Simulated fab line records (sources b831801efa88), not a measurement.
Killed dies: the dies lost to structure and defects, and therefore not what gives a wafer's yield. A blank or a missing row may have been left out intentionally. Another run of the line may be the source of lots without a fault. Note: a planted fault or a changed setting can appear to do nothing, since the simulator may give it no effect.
Which tool was responsible? + flow gf180mcu + Sampling: 8 lots, 24 wafers, 4 of 602 route steps

WHAT THE GAUGES READ, wafer by wafer
GF_VT_IMPLANT_RS_MEAS_46: the measuring method here is four-point-probe.
| lot  | measured     | on            | MVSD_RS (ohm/sq)  |
|------|--------------|---------------|-------------------|
| L929 | day 7 12:15  | film_metro-01 | 457.3 457.0 456.7 |
| L930 | day 7 18:30  | film_metro-01 | 456.3 455.5 455.3 |
| L931 | day 8 05:07  | film_metro-03 | 455.4 453.7 454.1 |
| L932 | day 8 10:29  | film_metro-03 | 456.8 455.0 456.0 |
| L937 | day 9 18:29  | film_metro-02 | 457.2 458.0 456.1 |
| L941 | day 10 20:49 | film_metro-01 | 475.1 474.7 476.6 |
| L943 | day 11 10:53 | film_metro-02 | 474.4 476.4 475.5 |
| L947 | day 12 14:32 | film_metro-01 | 458.3 457.0 457.4 |

WHICH TOOL RAN EACH LOT (tool, then ch and the chambers of the sampled wafers, then the start)
| lot  | GF_STI_CMP_25                | GF_MVSD_IMPLANT_09             | GF_VT_IMPLANT_RTA_45             |
|------|------------------------------|--------------------------------|----------------------------------|
| L929 | cmp-02 ch 0,1,3, day 2 03:39 | implanter-02 ch 0, day 4 08:59 | rtp_anneal-01 ch 0, day 7 12:09  |
| L930 | cmp-02 ch 0,1, day 2 09:08   | implanter-02 ch 0, day 4 16:29 | rtp_anneal-01 ch 0, day 7 18:24  |
| L931 | cmp-02 ch 1,2,3, day 2 15:29 | implanter-02 ch 0, day 4 23:30 | rtp_anneal-01 ch 0, day 8 05:01  |
| L932 | cmp-01 ch 1,3, day 2 20:17   | implanter-02 ch 0, day 5 04:22 | rtp_anneal-02 ch 0, day 8 10:21  |
| L937 | cmp-02 ch 1,2,3, day 3 21:53 | implanter-01 ch 0, day 6 08:32 | rtp_anneal-02 ch 0, day 9 18:23  |
| L941 | cmp-01 ch 1,2,3, day 4 16:38 | implanter-01 ch 0, day 7 06:45 | rtp_anneal-01 ch 0, day 10 20:42 |
| L943 | cmp-01 ch 0,1,2, day 5 03:55 | implanter-01 ch 0, day 7 19:47 | rtp_anneal-01 ch 0, day 11 10:47 |
| L947 | cmp-01 ch 0,1,2, day 6 01:05 | implanter-02 ch 0, day 8 18:54 | rtp_anneal-02 ch 0, day 12 14:26 |
- GF_STI_CMP_25: polishes, stops on Si3N4, t overpolish 33 s, target thk 524.6 nm.
- GF_MVSD_IMPLANT_09
- GF_VT_IMPLANT_RTA_45: time 30 s.

THE ANSWER, worked out from the rows above alone
Rule: usual is defined by the lots themselves. The widest of any qualifying gaps counts: lots, ordered by their means at a reading, are off when they make up no more than a third of the lots, leave a main group of 4 or more, and stand apart from it by 3 or more times the standard deviation of that group's means. A main group whose means are all the same, to the digits that the tables above print for the reading, isn't used. A lot without any number at a reading at which 4 lots or more have one is off too. The other lots that the step has rows for count as sound.
Off: L941, L943, seen at GF_VT_IMPLANT_RS_MEAS_46 (MVSD_RS). Mean 456.3 ohm/sq and standard deviation 1.1 in the main group.
If a tool, at a process step before that reading, ran all the lots that are off and no sound lot after the first of them, it fits. The gauges at GF_VT_IMPLANT_RS_MEAS_46 are tried like those tools. This does not decide it: 2 tools fit, namely implanter-01 at GF_MVSD_IMPLANT_09 and rtp_anneal-01 at GF_VT_IMPLANT_RTA_45.

WHAT THE SIMULATOR HAD INSERTED
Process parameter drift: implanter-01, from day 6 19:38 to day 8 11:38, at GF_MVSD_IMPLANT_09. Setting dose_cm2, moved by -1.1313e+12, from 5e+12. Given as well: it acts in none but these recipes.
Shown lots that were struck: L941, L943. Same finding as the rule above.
